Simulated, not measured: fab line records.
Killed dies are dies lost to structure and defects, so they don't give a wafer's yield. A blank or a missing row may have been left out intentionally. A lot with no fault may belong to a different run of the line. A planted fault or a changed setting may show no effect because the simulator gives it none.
fab line records | flow gf180mcu
record: lots: 13 wafers: 39 last-day: 34
route steps=602 shown M2@378 V2@383 M3@420
lots that met no fault: taken from a fault-free run of the same line
start-h: hours from the record's first day to the start of the lot's first wafer shown | wait-h: hours from the lot's prior step to this one | " unchanged from the row above | L1.1+2: a single row standing in for several wafers | - either no value or no given start | * or withheld: withheld | < > ~ a bound
route shown NAME@n: NAME is a module with steps in the file, n the number in the route of the first one | usual: mean/standard deviation of fault-free wafers | same: alike in all rows | chamber/n: place in a boat | sites: the reading at each site | _std_site: standard deviation of those values | _edge_site: inner sites' mean taken away from outer sites' mean | radius-mm: for every site, how far away it sits from the centre of the wafer | mask NAME#n: copy n | behind: the last tool/chamber to shape the wafer | hold: why the lot went on hold/how many hours it stayed there/how the hold came to an end | device: transistor that didn't switch, given as n, p or np | end of line: the same wafers' tests at the end of the route | a step without rows: its recipe alone | killed: dies lost to structure and defects at the first sort, not the wafer's yield | map: shows each die of a wafer: x if killed, . if not, _ if none is there
set.NAME: the setting that was run; set.NAME@STEP: the one run at that earlier step | model.NAME: the simulator's own value behind a step, which no gauge read
route steps across a sampled set of lots; one table per step, one row per wafer
services: from which hour (start-h, from the record's first day; less than 0 if before it) a tool's chamber was out of use, for how many hours, and why
== steps ==
step: GF_M2_METAL_ETCH_16
recipe: chemistry: Cl2/BCl3 mask-material: KrF target-depth-nm: 750.8 stop-on: SiO2 pressure-mtorr: 8 icp-w: 800 bias-w: 140 Cl2_flow_sccm: 80 bcl3-flow-sccm: 40 time-s: 125.1
usual: drypump-motor-current-A: 5.6/0.31 mfc-cl2-sccm: 80.02/0.24 oes-product-au: 0.992/0.0048 throttle-valve-pct: 28.226/0.0089
columns lot.wafer tool chamber start-h wait-h drypump-motor-current-A mfc-cl2-sccm oes-product-au rf-hours-counter-h throttle-valve-pct
L824.2 rie-metal-02 1 441.71 0.1 5.6 80.03 0.994 - 28.230
L824.3 " 1 " " 5.6 80.08 0.997 - 28.216
L824.6 " 1 " " 5.6 79.89 0.981 - 28.234
L826.1 rie-metal-04 1 463.63 0.0 6.1 79.61 0.994 7 28.225
L826.2 " 0 " " 5.4 80.24 0.998 9 28.225
L826.6 " 1 " " 6.1 79.94 0.999 - 28.214
L828.4 rie-metal-04 1 484.61 0.1 6.1 80.12 0.991 - 28.220
L828.5 " 0 " " 5.4 79.81 0.992 - 28.229
L828.6 " 1 " " 6.1 79.94 0.999 - 28.214
L829.4 rie-metal-01 1 491.89 0.1 5.5 79.85 0.992 - 28.235
L829.5 " 1 " " 5.5 80.12 0.991 - 28.242
L829.6 " 1 " " 5.5 80.14 1.000 - 28.237
L830.2 rie-metal-04 0 498.32 0.0 5.4 80.14 0.990 9 28.244
L830.4 " 0 " " 5.4 80.15 0.995 - 28.222
L830.6 " 0 " " 5.4 80.00 0.996 - 28.221
L836.1 rie-metal-02 0 551.22 0.0 5.3 79.91 0.991 10 28.217
L836.3 " 1 " " 5.6 79.68 0.995 - 28.207
L836.5 " 0 " " 5.2 79.69 0.986 - 28.240
L837.2 rie-metal-04 0 563.92 0.0 5.4 80.02 0.989 11 28.236
L837.4 " 0 " " 5.4 79.83 0.998 - 28.225
L837.5 " 1 " " 6.1 80.34 0.992 - 28.245
L838.4 rie-metal-04 1 567.26 0.1 6.1 80.16 0.993 - 28.237
L838.5 " 0 " " 5.4 79.60 0.987 - 28.227
L838.6 " 1 " " 6.1 80.41 0.994 - 28.227
L839.3 rie-metal-02 0 575.37 0.1 5.2 79.74 0.988 - 28.229
L839.5 " 1 " " 5.6 80.30 0.993 - 28.241
L839.6 " 0 " " 5.3 79.73 0.991 - 28.228
L840.1 rie-metal-01 0 588.10 0.0 5.9 79.82 0.986 3 28.211
L840.4 " 1 " " 5.5 80.31 1.003 - 28.232
L840.5 " 1 " " 5.5 80.17 0.985 - 28.236
L842.1 rie-metal-01 0 596.42 0.0 6.0 80.11 0.994 3 28.219
L842.3 " 0 " " 5.9 80.13 0.995 - 28.226
L842.4 " 1 " " 5.5 80.32 0.985 - 28.212
L843.3 rie-metal-01 0 607.86 0.1 5.9 79.97 0.983 - 28.239
L843.4 " 1 " " 5.5 80.24 0.989 - 28.232
L843.5 " 0 " " 5.9 80.21 0.987 - 28.230
L846.2 rie-metal-02 1 627.32 0.0 5.6 79.47 0.998 2 28.224
L846.4 " 0 " " 5.2 80.20 0.995 - 28.235
L846.5 " 1 " " 5.6 80.17 0.999 - 28.227
step: GF_M2_STRIP_17
recipe: chemistry: O2/N2 power-w: 1400 pressure-mtorr: 1500 platen-temp-c: 250 o2-flow-sccm: 3000 n2-flow-sccm: 300 overash-fraction: 0.5
usual: drypump-motor-current-A: 6.1/0.49 heater-power-w: 352/33 oes-product-au: 0.536/0.0049 strip-time-to-endpoint-s: 7.36/0.043
columns lot.wafer tool chamber start-h wait-h drypump-motor-current-A heater-power-w oes-product-au rf-hours-counter-h strip-time-to-endpoint-s
L824.2 plasma-asher-03 0 441.93 0.2 6.3 347 0.541 65 7.42
L824.3 " 0 " " 6.3 345 0.538 - 7.43
L824.6 " 1 " " 6.7 374 0.542 - 7.41
L826.1 plasma-asher-04 0 463.76 0.1 6.0 362 0.535 88 7.43
L826.2 " 1 " " 5.3 282 0.542 88 7.40
L826.6 " 1 " " 5.3 287 0.536 - 7.43
L828.4 plasma-asher-03 0 484.73 0.1 6.3 347 0.538 - 7.40
L828.5 " 1 " " 6.7 378 0.536 - 7.40
L828.6 " 0 " " 6.3 351 0.532 - 7.32
L829.4 plasma-asher-02 1 492.05 0.1 5.6 397 0.534 - 7.33
L829.5 " 1 " " 5.5 395 0.540 - 7.35
L829.6 " 0 " " 5.6 313 0.534 - 7.34
L830.2 plasma-asher-04 1 498.45 0.1 5.3 291 0.540 92 7.38
L830.4 " 0 " " 6.0 368 0.538 - 7.36
L830.6 " 1 " " 5.3 285 0.540 - 7.41
L836.1 plasma-asher-03 1 551.35 0.1 6.7 369 0.529 77 7.37
L836.3 " 0 " " 6.3 343 0.538 - 7.31
L836.5 " 0 " " 6.3 345 0.531 - 7.32
L837.2 plasma-asher-02 1 564.05 0.1 5.6 401 0.536 14 7.27
L837.4 " 1 " " 5.6 406 0.541 - 7.31
L837.5 " 1 " " 5.6 409 0.534 - 7.32
L838.4 plasma-asher-04 0 567.38 0.1 6.0 361 0.523 - 7.27
L838.5 " 0 " " 6.0 367 0.527 - 7.21
L838.6 " 1 " " 5.3 293 0.543 - 7.28
L839.3 plasma-asher-03 0 575.49 0.1 6.3 353 0.541 - 7.32
L839.5 " 0 " " 6.3 349 0.528 - 7.34
L839.6 " 1 " " 6.7 377 0.531 - 7.36
L840.1 plasma-asher-02 1 588.27 0.1 5.5 396 0.534 17 7.40
L840.4 " 1 " " 5.5 399 0.540 - 7.38
L840.5 " 0 " " 5.7 317 0.536 - 7.39
L842.1 plasma-asher-02 0 596.55 0.1 5.7 310 0.538 18 7.34
L842.3 " 0 " " 5.6 311 0.533 - 7.37
L842.4 " 1 " " 5.5 397 0.537 - 7.37
L843.3 plasma-asher-04 0 607.98 0.1 6.0 374 0.532 - 7.33
L843.4 " 1 " " 5.3 291 0.531 - 7.38
L843.5 " 0 " " 6.0 373 0.525 - 7.33
L846.2 plasma-asher-03 0 627.45 0.1 6.3 353 0.533 84 7.34
L846.4 " 0 " " 6.3 346 0.537 - 7.40
L846.5 " 0 " " 6.3 346 0.530 - 7.34
step: GF_V2_THK_MEAS_01
recipe: reads: SiO2_of_V2_CVD_00
usual: V2_CVD_00_THK: 599/7.4
columns lot.wafer tool chamber start-h wait-h V2_CVD_00_THK[nm]
L824.2 film-metro-04 - 442.55 0.0 596
L824.3 " - " " 603
L824.6 " - " " 611
L826.1 film-metro-02 - 464.46 0.0 596
L826.2 " - " " 603
L826.6 " - " " 590
L828.4 film-metro-04 - 485.34 0.0 593
L828.5 " - " " 587
L828.6 " - " " 600
L829.4 film-metro-03 - 492.65 0.0 599
L829.5 " - " " 601
L829.6 " - " " 608
L830.2 film-metro-04 - 499.07 0.0 615
L830.4 " - " " 612
L830.6 " - " " 619
L836.1 film-metro-02 - 551.96 0.0 607
L836.3 " - " " 594
L836.5 " - " " 587
L837.2 film-metro-04 - 564.70 0.0 596
L837.4 " - " " 604
L837.5 " - " " 591
L838.4 film-metro-02 - 568.02 0.0 601
L838.5 " - " " 606
L838.6 " - " " 606
L839.3 film-metro-03 - 576.09 0.1 593
L839.5 " - " " 592
L839.6 " - " " 585
L840.1 film-metro-02 - 589.48 0.0 599
L840.4 " - " " 592
L840.5 " - " " 595
L842.1 film-metro-03 - 597.63 0.0 603
L842.3 " - " " 600
L842.4 " - " " 596
L843.3 film-metro-04 - 608.57 0.1 587
L843.4 " - " " 597
L843.5 " - " " 587
L846.2 film-metro-04 - 628.41 0.0 599
L846.4 " - " " 597
L846.5 " - " " 599
step: GF_M3_EXPOSE_11
recipe: mask-id: Metal3 target-cd-nm: 280 na: 0.68 source-shape: conventional sigma-outer: 0.6 dose-mj: 28
usual: exposure-dose-mJ-cm2: 27.957/0.026 focus-offset-nm: 0.0/0.5
columns lot.wafer tool chamber start-h wait-h mask exposure-dose-mJ-cm2 focus-offset-nm
L824.2 krf-scanner-02 0 483.00 - Metal3#0 28.000 -1.7
L824.3 " 0 " " Metal3#0 27.953 -0.3
L824.6 " 0 " " Metal3#0 27.970 -1.0
L826.1 krf-scanner-02 0 505.17 - Metal3#0 27.956 -0.2
L826.2 " 0 " " Metal3#0 27.950 -0.3
L826.6 " 0 " " Metal3#0 27.992 0.4
L828.4 krf-scanner-01 0 523.22 - Metal3#0 27.974 -0.2
L828.5 " 0 " " Metal3#0 27.907 -0.1
L828.6 " 0 " " Metal3#0 27.979 0.4
L829.4 krf-scanner-02 0 528.80 - Metal3#0 27.945 -0.5
L829.5 " 0 " " Metal3#0 27.952 0.0
L829.6 " 0 " " Metal3#0 27.968 -0.4
L830.2 krf-scanner-02 - 537.49 - Metal3#0 - -
L830.4 " - " " Metal3#0 - -
L830.6 " - " " Metal3#0 - -
L836.1 krf-scanner-02 0 587.69 - Metal3#0 27.948 0.3
L836.3 " 0 " " Metal3#0 27.972 0.5
L836.5 " 0 " " Metal3#0 27.983 0.1
L837.2 krf-scanner-02 0 598.35 - Metal3#0 27.965 -0.2
L837.4 " 0 " " Metal3#0 27.938 0.4
L837.5 " 0 " " Metal3#0 27.965 0.7
L838.4 krf-scanner-02 0 602.23 - Metal3#0 27.947 -0.4
L838.5 " 0 " " Metal3#0 27.928 0.1
L838.6 " 0 " " Metal3#0 27.945 0.2
L839.3 krf-scanner-01 0 610.13 - Metal3#0 27.960 0.2
L839.5 " 0 " " Metal3#0 27.963 -0.2
L839.6 " 0 " " Metal3#0 27.935 -0.3
L840.1 krf-scanner-02 0 623.04 - Metal3#0 27.976 0.3
L840.4 " 0 " " Metal3#0 27.934 -0.3
L840.5 " 0 " " Metal3#0 27.987 -0.6
L842.1 krf-scanner-02 0 630.60 - Metal3#0 27.947 0.4
L842.3 " 0 " " Metal3#0 27.917 -0.3
L842.4 " 0 " " Metal3#0 28.002 0.5
L843.3 krf-scanner-01 0 640.44 - Metal3#0 27.964 1.2
L843.4 " 0 " " Metal3#0 27.941 0.7
L843.5 " 0 " " Metal3#0 27.948 0.5
L846.2 krf-scanner-02 0 660.01 - Metal3#0 28.014 -0.3
L846.4 " 0 " " Metal3#0 27.996 0.9
L846.5 " 0 " " Metal3#0 28.025 -0.4
== services ==
columns tool chamber start-h hours kind
rie-metal-01 - 419.96 0.4 repair
plasma-asher-02 - 421.25 9.0 pm
rie-metal-02 - 424.36 0.6 repair
krf-scanner-01 - 425.27 2.1 repair
rie-metal-04 - 425.69 1.4 pm
krf-scanner-02 0 427.80 - calibration
krf-scanner-01 - 434.04 1.0 pm
plasma-asher-04 - 434.64 5.0 repair
rie-metal-01 - 436.45 2.8 pm
rie-metal-02 0 437.20 4.7 repair
plasma-asher-02 - 481.58 2.8 pm
krf-scanner-02 - 483.16 0.8 repair
plasma-asher-03 - 492.00 4.3 repair
rie-metal-04 - 511.31 0.3 repair
krf-scanner-01 - 513.81 0.8 pm
krf-scanner-02 - 516.07 1.3 pm
krf-scanner-02 - 517.49 1.0 pm
krf-scanner-02 - 552.57 0.8 pm
krf-scanner-01 - 570.21 1.3 pm
krf-scanner-02 - 586.19 0.8 pm
rie-metal-02 1 594.37 11.6 repair
krf-scanner-01 - 603.04 1.0 pm
plasma-asher-04 - 619.48 2.4 repair
rie-metal-04 0 624.79 7.1 repair
== key ==
first-sign: step: GF_M3_EXPOSE_11 reading: tool-record direction: missing
effect none on later readings
met-at GF_M3_EXPOSE_11
struck-lots L830
later-rows-left-out L830.2,L830.4,L830.6
sort-left-out L830.2,L830.4,L830.6
not-acting-at GF_M2_METAL_ETCH_16,GF_M2_STRIP_17,GF_V2_THK_MEAS_01
onset-between 528.80 537.49
fault: kind: skipped-step-whole tool: krf-scanner-02 chamber: - onset-h: 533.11 steps: GF_M3_EXPOSE_11 scope: struck-lots-only
sort-left-out: the simulated sort isn't trusted on such a fault, so these wafers' sort isn't shown, and their yield isn't known
later-rows-left-out: the simulator's readings of these wafers behind a module that went badly wrong aren't trusted and aren't shown, but for the sort
